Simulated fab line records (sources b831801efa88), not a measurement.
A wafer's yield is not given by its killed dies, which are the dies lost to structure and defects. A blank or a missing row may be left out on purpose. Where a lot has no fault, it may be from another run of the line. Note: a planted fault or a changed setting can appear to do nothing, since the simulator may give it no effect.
A lot that was struck, set against a sound lot	flow sfq_line	26 out of 325 route steps
Sound: these wafers, L852.1, L852.3, L852.4. Wafers L860.1, L860.3, L860.4 were the ones struck. The cause is given at the end.
Per side, at each step with rows, come the tool, then ch with its chambers, and then its first start. Under that, the readings that differ: sound wafers	struck wafers	difference of the means	sigmas: that difference in standard deviations of wafers without a fault.
alike: same words and numbers on both sides, and readings whose means sit less than 2 such deviations apart. not compared: any withheld reading, any reading some wafer has no value for, any bound like >300 that may hide the same value, and any number with overlapping values for which the record gives no deviation.
The two part at a step that has a row with sigmas, a row that says differs or no value, or rows on one side only. When numbers do not overlap yet have no deviation, they are printed without sigmas and do not part them. A reading missing from all wafers of one side parts the sides only when that side holds two or more wafers.

SFQ_L0_RS_MEAS_901: the measuring method here is four-point-probe.
  sound: film_metro-02 at day 1 12:34; struck: film_metro-03 at day 3 04:34
  alike: L0_MONX_KI_RS
SFQ_L0_THK_MEAS_902: measures by xrf.
  sound: film_metro-02 at day 1 12:41; struck: film_metro-03 at day 3 04:41
  alike: L0_MONX_KI_THK
then, 7 steps without rows for these wafers: SFQ_TRILAYER_L0_LITHO_COAT_010 (resist thk 62 nm); SFQ_TRILAYER_L0_LITHO_COAT_005 (resist thk 600 nm); SFQ_TRILAYER_L0_LITHO_SOFTBAKE_009; SFQ_TRILAYER_L0_LITHO_EXPOSE_006 (exposes mask L0, target cd 2000 nm); SFQ_TRILAYER_L0_LITHO_PEB_008 (peb time 60 s); SFQ_TRILAYER_L0_LITHO_DEVELOP_007 (time 60 s); SFQ_TRILAYER_L0_BARC_OPEN_METAL_ETCH_010 (etches BARC in O2, target depth 125 nm, time 41.7 s).
-- the record jumps here: 2 days lie between the struck wafers' starts before and after --
SFQ_TRILAYER_L0_ETCH_METAL_ETCH_008: etches MoNx KI in SF6/O2, stops on SiO2, target depth 50 nm, time 25 s.
  sound on rie_metal-01 ch 0,1, day 3 14:15; struck on rie_metal-01 ch 0,1, day 5 09:27
  alike: drypump_motor_current_A, oes_product_au
  not compared: rf_hours_counter_h
SFQ_TRILAYER_L0_STRIP_STRIP_009: strips in O2.
  sound on rie_metal-01 ch 0,1, day 3 14:17; struck on rie_metal-01 ch 0,1, day 5 09:29
  alike: drypump_motor_current_A, oes_product_au
  not compared: rf_hours_counter_h
then, 1 step without rows for these wafers: SFQ_TRILAYER_L0_STRIP_SOLV_CLEAN_010 (cleans in NMP, time 600 s).
SFQ_TRILAYER_L0_CAP_PECVD_011: deposits SiO2 from SiH4/N2O, time 13.333 s, target thk 60 nm.
  sound on pecvd-04 ch 0,1,2, day 3 15:04; struck on pecvd-02 ch 0,1,2, day 5 10:28
reading	sound	struck	difference	sigmas
throttle_valve_pct (%)	23.8 23.6 23.7	27.0 25.9 26.5	+2.8	+3
  alike: heater_power_outer_w, heater_power_w
then, 6 steps without rows for these wafers: SFQ_TRILAYER_L0_VIA_LITHO_COAT_018 (resist thk 62 nm); SFQ_TRILAYER_L0_VIA_LITHO_COAT_013 (resist thk 650 nm); SFQ_TRILAYER_L0_VIA_LITHO_SOFTBAKE_017; SFQ_TRILAYER_L0_VIA_LITHO_EXPOSE_014 (exposes mask L0V, target cd 700 nm); SFQ_TRILAYER_L0_VIA_LITHO_PEB_016 (peb time 60 s); SFQ_TRILAYER_L0_VIA_LITHO_DEVELOP_015 (time 60 s).
SFQ_L0V_OVL_MEAS_903:
  sound: overlay-01 at day 5 02:55; struck: overlay-02 at day 6 22:13
  alike: L0V_OVL
SFQ_TRILAYER_L0_VIA_BARC_OPEN_VIA_ETCH_021: etches BARC in O2, target depth 125 nm, time 41.7 s.
  sound on rie_diel-04 ch 0,1,2, day 5 02:57; struck on rie_diel-03 ch 0,1,2, day 6 22:15
  alike: drypump_motor_current_A, oes_product_au
  not compared: rf_hours_counter_h
SFQ_TRILAYER_L0_VIA_ETCH_VIA_ETCH_016: etches SiO2 in CHF3, stops on MoNx KI, target depth 80 nm.
  sound on rie_diel-04 ch 0,1,2, day 5 02:59; struck on rie_diel-03 ch 0,1,2, day 6 22:17
reading	sound	struck	difference	sigmas
oes_product_au (a.u.)	0.836 0.838 0.844	1.004 1.013 0.994	+0.164	+23
model.L0V.feature_depth_nm (nm)	59.66 60.21 60.29	80.9 81.29 79.14	+20.4	
model.etch.depth_nm (nm)	59.66 60.21 60.29	80.9 81.29 79.14	+20.4	
  alike: drypump_motor_current_A
SFQ_TRILAYER_L0_VIA_STRIP_STRIP_017: strips in O2.
  sound on rie_metal-01 ch 0,1, day 5 03:02; struck on rie_metal-04 ch 0,1, day 6 22:20
  alike: drypump_motor_current_A, oes_product_au
  not compared: rf_hours_counter_h
then, 1 step without rows for these wafers: SFQ_TRILAYER_L0_VIA_STRIP_SOLV_CLEAN_018 (cleans in NMP, time 600 s).
SFQ_TRILAYER_M0_DEP_PRE_CLEAN_020: time 15 s.
  sound: pvd_sputter-03 at day 5 03:49; struck: pvd_sputter-06 at day 6 23:07
reading	sound	struck	difference	sigmas
model.SiO2_of_TRILAYER_L0_CAP_PECVD_011.thk_nm (nm)	54.66 55.21 55.29	114.9 115.2 116.4	+60.4	
SFQ_TRILAYER_M0_DEP_SPUTTER_019: material Nb, target thk 200 nm, time 133.3 s.
  sound: pvd_sputter-03 at day 5 03:50; struck: pvd_sputter-06 at day 6 23:08
  alike: chamber_pressure_pa, throttle_valve_pct

## WHERE THEY PART
Earliest at SFQ_TRILAYER_L0_CAP_PECVD_011; latest, in this record, at SFQ_TRILAYER_L0_VIA_ETCH_VIA_ETCH_016. Later steps at which nothing parts them and some readings are alike: SFQ_TRILAYER_L0_VIA_STRIP_STRIP_017, SFQ_TRILAYER_M0_DEP_SPUTTER_019.

WHY: what the simulator had put in
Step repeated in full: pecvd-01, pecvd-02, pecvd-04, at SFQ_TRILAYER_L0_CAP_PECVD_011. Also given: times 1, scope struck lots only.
